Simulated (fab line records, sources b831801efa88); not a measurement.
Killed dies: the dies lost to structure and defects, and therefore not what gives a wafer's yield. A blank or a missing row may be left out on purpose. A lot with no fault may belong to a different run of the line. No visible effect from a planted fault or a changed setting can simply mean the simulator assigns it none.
Which tool was responsible? -- flow sky130 -- 33 wafers from 11 lots sampled at 5 of the route's 708 steps

== WHAT THE GAUGES READ, wafer by wafer ==
SKY_GATE_OXIDE_THK_MEAS_02.
lot,measured,on,GATE_OXIDE_OXIDATION_00_THK (nm)
L516,day 12 19:44,filmMetro-02,10.66 10.63 10.46
L518,day 13 06:51,filmMetro-03,10.17 10.19 10.12
L519,day 13 22:25,filmMetro-03,9.05 8.74 8.86
L521,day 14 11:03,filmMetro-01,9.13 9.05 8.96
L529,day 17 03:04,filmMetro-01,10.18 10.15 10.09
L531,day 17 19:45,filmMetro-02,10.32 10.12 10.40
L533,day 18 13:49,filmMetro-01,9.70 9.65 9.67
L534,day 18 20:58,filmMetro-02,10.14 10.09 10.11
L535,day 19 08:19,filmMetro-02,10.10 10.15 10.07
L538,day 20 09:32,filmMetro-03,10.36 10.37 10.16
L539,day 20 14:36,filmMetro-02,10.12 10.21 10.03

SKY_METAL2_THK_MEAS_06: measures by xrf.
lot,measured,on,METAL2_ALCU_THK (nm)
L516,day 34 00:01,filmMetro-02,252.2 250.9 251.7
L518,day 34 14:22,filmMetro-03,246.3 247.9 249.8
L519,day 35 07:10,filmMetro-04,252.4 253.3 253.5
L521,day 35 20:13,filmMetro-02,256.0 255.2 257.2
L529,day 38 02:34,filmMetro-03,252.9 251.2 250.1
L531,day 38 17:57,filmMetro-03,246.2 254.3 248.5
L533,day 39 11:44,filmMetro-04,253.4 250.2 251.9
L534,day 39 14:10,filmMetro-03,251.3 254.4 250.8
L535,day 40 00:31,filmMetro-03,246.0 247.1 246.8
L538,day 40 18:01,filmMetro-02,250.5 252.9 252.1
L539,day 40 23:40,filmMetro-04,252.4 245.7 252.5

SKY_METAL2_OVL_MEAS_16.
lot,measured,on,METAL2_OVL (nm)
L516,day 35 02:14,overlay-02,-3 -9 0
L518,day 35 16:25,overlay-02,1 2 0
L519,day 36 08:44,overlay-01,2 7 4
L521,day 36 21:57,overlay-01,-2 -3 0
L529,day 39 03:14,overlay-01,-9 -7 -10
L531,day 39 18:26,overlay-02,-1 2 1
L533,day 40 12:10,overlay-01,1 2 3
L534,day 40 13:57,overlay-02,7 4 5
L535,day 41 01:17,overlay-02,-6 -1 -5
L538,day 41 18:14,overlay-01,4 5 3
L539,day 41 23:36,overlay-02,-6 -4 -6

== WHICH TOOL RAN EACH LOT (tool, then ch and the chambers of the sampled wafers, then the start) ==
lot,SKY_GATE_OXIDE_OXIDATION_01,SKY_LDD_P_STRIP_10
L516,"furnace-01 ch 0, day 12 18:19","plasmaAsher-03 ch 0,1, day 18 20:05"
L518,"furnace-01 ch 0, day 13 05:25","plasmaAsher-02 ch 0,1, day 19 13:19"
L519,"furnace-01 ch 0, day 13 20:59","plasmaAsher-02 ch 0, day 20 09:26"
L521,"furnace-01 ch 0, day 14 09:38","plasmaAsher-01 ch 0,1, day 20 22:44"
L529,"furnace-01 ch 0, day 17 01:38","plasmaAsher-03 ch 1, day 23 21:14"
L531,"furnace-02 ch 0, day 17 18:20","plasmaAsher-02 ch 0,1, day 24 15:41"
L533,"furnace-01 ch 0, day 18 12:23","plasmaAsher-01 ch 0,1, day 25 08:31"
L534,"furnace-01 ch 0, day 18 19:32","plasmaAsher-02 ch 1, day 25 15:26"
L535,"furnace-01 ch 0, day 19 06:54","plasmaAsher-01 ch 0,1, day 26 02:05"
L538,"furnace-01 ch 0, day 20 08:07","plasmaAsher-01 ch 0,1, day 27 01:59"
L539,"furnace-02 ch 0, day 20 13:11","plasmaAsher-03 ch 0,1, day 27 05:59"
- SKY_GATE_OXIDE_OXIDATION_01: stabilise 600 s, purge 300 s, target thk 10.268 nm.
- SKY_LDD_P_STRIP_10: strips in O2/N2.

== AS READ BY THE TOOLS THEMSELVES (means over the sampled wafers that have a number; for cases with no such wafer, the mark the record gives instead) ==
SKY_GATE_OXIDE_OXIDATION_01.
lot,tool,spikeTcBottomC (C),spikeTcCentreC (C),spikeTcLowerC (C),spikeTcTopC (C),spikeTcUpperC (C),tubeCenterTempC (C),tube_center_temp_C_max,zonePowerLowerPct (%)
L516,furnace-01,920.7,901.5,900.4,911.0,902.1,900,902.6,22.4
L518,furnace-01,920.7,901.5,901.5,909.8,901.4,900,902.2,22.5
L519,furnace-01,908.5,890.2,889.3,900.3,890.0,889,891.6,21.7
L521,furnace-01,908.5,891.5,888.9,900.1,889.5,889,891.1,21.6
L529,furnace-01,920.9,901.8,900.7,911.7,901.7,900,902.1,22.3
L531,furnace-02,925.8,900.5,901.2,912.3,900.4,900,902.4,20.1
L533,furnace-01,920.5,902.7,901.5,911.5,901.4,900,902.3,22.3
L534,furnace-01,921.1,902.0,901.9,909.8,901.5,900,902.2,22.5
L535,furnace-01,920.1,901.9,901.9,909.9,900.8,900,902.6,22.3
L538,furnace-01,920.7,901.7,901.8,910.3,901.3,900,902.3,22.4
L539,furnace-02,925.5,900.4,902.1,911.5,899.3,900,902.4,20.1

SKY_LDD_P_STRIP_10.
lot,tool,chamberPressureMTorr (mTorr),drypumpMotorCurrentA (A),n2FlowSccm (sccm),o2FlowSccm (sccm),oesProductAu (a.u.),stripTimeToEndpointS (s)
L516,plasmaAsher-03,1500.0,6.0,300.4,3001,0.712,14.23
L518,plasmaAsher-02,1500.5,6.0,299.7,3007,0.713,14.23
L519,plasmaAsher-02,1501.0,6.4,299.3,3000,0.713,14.21
L521,plasmaAsher-01,1498.9,5.4,300.7,3008,0.714,14.18
L529,plasmaAsher-03,1500.3,5.4,300.0,3006,0.710,14.21
L531,plasmaAsher-02,1501.4,6.0,300.7,3002,0.716,14.10
L533,plasmaAsher-01,1499.2,5.4,300.5,2995,0.717,14.10
L534,plasmaAsher-02,1500.0,5.7,299.3,3008,0.720,14.11
L535,plasmaAsher-01,1499.1,5.3,299.7,3010,0.715,14.14
L538,plasmaAsher-01,1498.7,5.2,300.5,3008,0.719,14.18
L539,plasmaAsher-03,1500.7,6.0,300.4,3001,0.714,14.23

== THE ANSWER, worked out from the rows above alone ==
Rule: the usual values come from the lots themselves. The widest of any qualifying gaps counts: lots, ordered by their means at a reading, are off when they make up no more than a third of the lots, leave a main group of 4 or more, and stand apart from it by 3 or more times the standard deviation of that group's means. Not used: any main group whose means are identical at the precision the tables above print for the reading. Also off: a lot with no number at a reading for which 4 or more lots have one. The other lots that the step has rows for count as sound. The gauges are gone through in route order, then the tools' own readings, and for those a lot's mean is taken as printed above. At the first step where some lot is off, the reading lying furthest off is the one used; lots without a number count as furthest.
Off: L519, L521, at SKY_GATE_OXIDE_OXIDATION_01 (tube_center_temp_C_max). Mean 902.3 and standard deviation 0.16 in the main group.
If a tool, at that step or one of the process steps before it, ran each lot that is off and ran no sound lot following the first of them, it fits. Of those tried, none fits.

== WHAT THE SIMULATOR HAD PUT IN ==
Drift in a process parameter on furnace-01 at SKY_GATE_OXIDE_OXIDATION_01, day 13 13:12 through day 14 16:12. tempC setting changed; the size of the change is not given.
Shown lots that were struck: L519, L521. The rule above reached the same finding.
